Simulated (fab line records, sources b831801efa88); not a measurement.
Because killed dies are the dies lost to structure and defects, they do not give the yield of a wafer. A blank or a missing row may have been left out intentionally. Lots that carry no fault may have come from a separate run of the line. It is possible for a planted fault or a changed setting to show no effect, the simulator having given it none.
Which tool did it?    flow gf180mcu    18 wafers from 6 lots sampled at 2 of the route's 602 steps

## WHAT EACH GAUGE READ, for each wafer
GF_CONTACT_THK_MEAS_01.
lot   measured      on             CONTACT_CVD_00_THK (nm)
L879  day 15 08:26  film-metro-04  299.9 296.9 301.6
L886  day 18 04:48  film-metro-04  297.3 296.8 299.0
L889  day 19 07:56  film-metro-04  301.0 298.6 302.4
L893  day 20 14:11  film-metro-04  301.8 302.2 303.2
L898  day 22 09:30  film-metro-02  298.3 297.5 297.9
L900  day 23 02:46  film-metro-03  295.9 300.9 301.6

## TOOL THAT RAN EACH LOT (tool first, then ch and the chambers of the sampled wafers, then the start)
lot   GF_SAB_WET_ETCH_12
L879  wet-bench-04 ch 0, day 15 07:32
L886  wet-bench-02 ch 3, day 18 03:55
L889  wet-bench-01 ch 1, day 19 07:02
L893  wet-bench-02 ch 2, day 20 13:14
L898  wet-bench-02 ch 1, day 22 08:35
L900  wet-bench-02 ch 2, day 23 01:52
- GF_SAB_WET_ETCH_12: etches SiO2 in dHF, target depth 22 nm, time 440 s.

## THE ANSWER, worked out from the rows above alone
Rule: the lots themselves supply what counts as usual. The widest of any qualifying gaps counts: lots, ordered by their means at a reading, are off when they make up no more than a third of the lots, leave a main group of 4 or more, and stand apart from it by 3 or more times the standard deviation of that group's means. The tables above print the reading to a certain number of digits; a main group whose means all agree to those digits is not used. Also off: a lot with no number at a reading for which 4 or more lots have one. Where the step has rows for the other lots, those lots are counted as sound.
None of the lots is off at any reading shown; this tells nothing.

## WHAT THE SIMULATOR PUT IN
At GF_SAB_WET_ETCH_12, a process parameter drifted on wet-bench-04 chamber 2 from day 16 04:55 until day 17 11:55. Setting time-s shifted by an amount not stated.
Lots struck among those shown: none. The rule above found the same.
